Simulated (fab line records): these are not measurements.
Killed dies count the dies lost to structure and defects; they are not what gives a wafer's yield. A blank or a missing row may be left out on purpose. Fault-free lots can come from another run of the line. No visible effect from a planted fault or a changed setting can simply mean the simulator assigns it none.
Which tool was responsible? ; flow sky130 ; Sampling: 11 lots, 33 wafers, 5 of 708 route steps

WHAT THE GAUGES READ, wafer by wafer
SKY_VT_ADJUST_LVTN_OVL_MEAS_18.
lot;measured;on;VT_ADJUST_LVTN_01_OVL (nm)
L366;day 7 20:03;overlay-02;0.2 -0.6 0.7
L369;day 8 14:39;overlay-02;-1.7 -0.6 -2.0
L370;day 8 20:28;overlay-02;-0.4 -0.9 -0.9
L372;day 9 07:39;overlay-01;1.2 -0.3 0.0
L373;day 9 15:48;overlay-02;0.1 -1.4 -1.0
L378;day 11 00:06;overlay-02;-0.6 1.1 0.9
L379;day 11 04:28;overlay-01;0.3 -0.3 0.0
L381;day 12 06:01;overlay-02;-1.2 2.1 1.1
L382;day 12 06:44;overlay-01;-0.1 0.4 -1.0
L387;day 13 19:30;overlay-02;-0.4 -1.8 -0.6
L388;day 13 21:48;overlay-02;0.2 -0.5 0.0

SKY_VT_ADJUST_NCORE_CD_MEAS_07: the cd target is 380 nm.
lot;measured;on;cdNm (nm)
L366;day 8 15:45;cdSem-01;381.9 379.2 379.5
L369;day 9 12:09;cdSem-01;382.8 387.1 378.7
L370;day 9 18:27;cdSem-02;379.2 382.2 381.6
L372;day 10 05:38;cdSem-01;380.3 380.0 379.6
L373;day 10 14:31;cdSem-02;377.9 379.3 378.5
L378;day 11 23:14;cdSem-01;380.5 379.2 379.4
L379;day 12 03:56;cdSem-01;383.9 382.9 385.3
L381;day 13 07:19;cdSem-02;376.0 377.3 379.8
L382;day 13 08:05;cdSem-02;385.8 384.5 384.6
L387;day 14 21:16;cdSem-01;381.1 379.1 381.0
L388;day 15 01:28;cdSem-01;379.9 380.1 379.2

SKY_LDD_N_TW_MEAS_17.
lot;measured;on;LDD_N_TW
L366;day 17 20:42;filmMetro-03;2641 2645 2653
L369;day 18 20:40;filmMetro-03;2643 2642 2640
L370;day 19 08:18;filmMetro-01;2569 2564 2565
L372;day 19 22:57;filmMetro-03;2637 2633 2638
L373;day 20 15:16;filmMetro-01;2545 2549 2544
L378;day 22 05:23;filmMetro-03;2742 2750 2740
L379;day 22 10:49;filmMetro-03;2657 2648 2661
L381;day 23 18:48;filmMetro-01;2661 2666 2665
L382;day 23 18:47;filmMetro-03;2634 2645 2637
L387;day 25 10:52;filmMetro-03;2750 2758 2767 2763 2755 2757
L388;day 25 16:08;filmMetro-04;2563 2544 2565

WHICH TOOL RAN EACH LOT (tool, then ch and the chambers of the sampled wafers, then the start)
lot;SKY_LDD_N_IMPLANT_08;SKY_LDD_N_STRIP_16
L366;implanter-03 ch 0, day 17 19:24;plasmaAsher-01 ch 0,1, day 17 20:36
L369;implanter-03 ch 0, day 18 19:22;plasmaAsher-02 ch 0,1, day 18 20:34
L370;implanter-04 ch 0, day 19 06:59;plasmaAsher-01 ch 0,1, day 19 08:11
L372;implanter-03 ch 0, day 19 21:39;plasmaAsher-03 ch 0,1, day 19 22:51
L373;implanter-03 ch 0, day 20 13:58;plasmaAsher-02 ch 0, day 20 15:09
L378;implanter-03 ch 0, day 22 03:46;plasmaAsher-01 ch 0,1, day 22 05:16
L379;implanter-04 ch 0, day 22 09:31;plasmaAsher-01 ch 0,1, day 22 10:43
L381;implanter-01 ch 0, day 23 17:13;plasmaAsher-03 ch 0,1, day 23 18:43
L382;implanter-04 ch 0, day 23 17:31;plasmaAsher-01 ch 0,1, day 23 18:42
L387;implanter-01 ch 0, day 25 09:07;plasmaAsher-03 ch 1, day 25 10:46
L388;implanter-04 ch 0, day 25 14:50;plasmaAsher-02 ch 0,1, day 25 16:01
- SKY_LDD_N_IMPLANT_08
- SKY_LDD_N_STRIP_16: strips in O2/N2.

AS READ BY THE TOOLS THEMSELVES (means over the sampled wafers that have a number; for cases with no such wafer, the mark the record gives instead)
SKY_LDD_N_IMPLANT_08.
lot;tool;beamOnS (s);faradayCurrentUA
L366;implanter-03;10.19;415
L369;implanter-03;10.10;419
L370;implanter-04;9.87;428
L372;implanter-03;10.07;419
L373;implanter-03;9.99;422
L378;implanter-03;10.14;417
L379;implanter-04;10.06;421
L381;implanter-01;10.05;421
L382;implanter-04;10.17;416
L387;implanter-01;10.12;418
L388;implanter-04;9.91;426

SKY_LDD_N_STRIP_16.
lot;tool;drypumpMotorCurrentA (A);oesProductAu (a.u.);stripTimeToEndpointS (s)
L366;plasmaAsher-01;5.7;0.412;4.319
L369;plasmaAsher-02;6.2;0.404;4.313
L370;plasmaAsher-01;6.0;0.410;4.309
L372;plasmaAsher-03;6.1;0.404;4.314
L373;plasmaAsher-02;6.3;0.409;4.307
L378;plasmaAsher-01;5.7;0.407;4.511
L379;plasmaAsher-01;5.7;0.407;4.285
L381;plasmaAsher-03;6.1;0.411;4.515
L382;plasmaAsher-01;6.0;0.405;4.310
L387;plasmaAsher-03;6.8;0.404;4.521
L388;plasmaAsher-02;6.2;0.407;4.310

THE ANSWER, worked out from the rows above alone
Rule: usual is defined by the lots themselves. Put in order of their means at a reading, lots are off if they are a third of the lots or fewer, leave a main group of 4 or more, and stand apart from it by a gap of 3 or more times the standard deviation of the main group's means; of several such gaps the widest counts. A main group is skipped when, at the precision printed for the reading in the tables above, its means are all equal. A lot without any number at a reading at which 4 lots or more have one is off too. The other lots that the step has rows for count as sound. First the gauges in route order, then the tools' own readings, where a lot's mean is used as printed above. The first step at which some lot is off is used, and at that step the reading that is off furthest; a lot without a number counts as furthest.
Off: L378, L381, L387 (SKY_LDD_N_STRIP_16, stripTimeToEndpointS). For the main group the mean is 4.308 s and the standard deviation 0.0095.
If a tool, at that step or one of the process steps before it, ran each lot that is off and ran no sound lot following the first of them, it fits. No candidate that was tried fits.

WHAT HAD BEEN PUT IN BY THE SIMULATOR
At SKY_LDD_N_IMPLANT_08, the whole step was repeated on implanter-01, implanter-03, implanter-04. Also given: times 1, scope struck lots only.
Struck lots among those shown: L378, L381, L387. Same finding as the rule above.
